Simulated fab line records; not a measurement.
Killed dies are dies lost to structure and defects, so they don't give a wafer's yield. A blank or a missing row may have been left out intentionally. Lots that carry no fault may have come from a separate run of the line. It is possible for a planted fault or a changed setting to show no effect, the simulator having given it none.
Which tool did it? + flow gf180mcu + 7 lots, 21 wafers sampled, at 1 step of a route of 602

WHAT EACH GAUGE READ, for each wafer
GF_V5_THK_MEAS_03.
| lot  | measured     | on           | V5_CVD_02_THK (nm) |
|------|--------------|--------------|--------------------|
| L901 | day 26 05:18 | filmMetro-01 | 1438 1437 1442     |
| L903 | day 27 04:36 | filmMetro-04 | 1446 1449 1447     |
| L905 | day 27 19:08 | filmMetro-02 | 1448 1438 1445     |
| L908 | day 28 22:14 | filmMetro-02 | 1446 1449 1443     |
| L910 | day 29 09:57 | filmMetro-01 | 1447 1489 1467     |
| L912 | day 30 06:00 | filmMetro-04 | 1439 1478 1453     |
| L921 | day 32 14:23 | filmMetro-01 | 1471 1508 1481     |

WHICH TOOL RAN EACH LOT (tool, then ch and the chambers of the sampled wafers, then the start)
Before these readings, the record contains no process step.

THE ANSWER, worked out from the rows above alone
Rule: the lots themselves supply what counts as usual. The widest of any qualifying gaps counts: lots, ordered by their means at a reading, are off when they make up no more than a third of the lots, leave a main group of 4 or more, and stand apart from it by 3 or more times the standard deviation of that group's means. A main group is skipped when, at the precision printed for the reading in the tables above, its means are all equal. A lot without any number at a reading at which 4 lots or more have one is off too. All remaining lots with rows at the step are treated as sound.
None of the lots is off at any reading shown; this tells nothing.

WHAT THE SIMULATOR PUT IN
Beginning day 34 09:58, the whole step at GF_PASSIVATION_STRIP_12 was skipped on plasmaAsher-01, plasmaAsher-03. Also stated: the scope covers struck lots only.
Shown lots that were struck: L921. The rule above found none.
